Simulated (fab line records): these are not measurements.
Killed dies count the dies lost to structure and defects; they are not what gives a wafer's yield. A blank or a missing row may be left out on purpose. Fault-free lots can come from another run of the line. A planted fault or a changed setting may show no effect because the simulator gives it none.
What tool caused it?	flow sky130	6 lots (18 wafers sampled), 1 step of a 708-step route

WHAT EACH GAUGE READ, for each wafer
SKY_POLY_GATE_OVL_MEAS_14.
lot	measured	on	POLY_GATE_OVL (nm)
L909	day 17 04:07	overlay-02	5 -2 -6
L912	day 18 09:40	overlay-02	-2 0 2
L917	day 20 06:48	overlay-02	-1 4 0
L919	day 21 06:34	overlay-01	2 4 7
L926	day 23 11:22	overlay-01	2 4 2
L928	day 24 05:55	overlay-02	11 3 -3

WHAT TOOL EACH LOT RAN ON (gives the tool, then ch and the chambers of the sampled wafers, and finally the start)
The record holds no process step before these readings.

THE ANSWER, worked out from the rows above alone
Rule: usual is defined by the lots themselves. The widest of any qualifying gaps counts: lots, ordered by their means at a reading, are off when they make up no more than a third of the lots, leave a main group of 4 or more, and stand apart from it by 3 or more times the standard deviation of that group's means. A main group whose means are all the same, to the digits that the tables above print for the reading, isn't used. A lot without any number at a reading at which 4 lots or more have one is off too. Where the step has rows for the other lots, those lots are counted as sound.
Across all readings shown, no lot is off: no conclusion can be drawn from this.

WHAT HAD BEEN PUT IN BY THE SIMULATOR
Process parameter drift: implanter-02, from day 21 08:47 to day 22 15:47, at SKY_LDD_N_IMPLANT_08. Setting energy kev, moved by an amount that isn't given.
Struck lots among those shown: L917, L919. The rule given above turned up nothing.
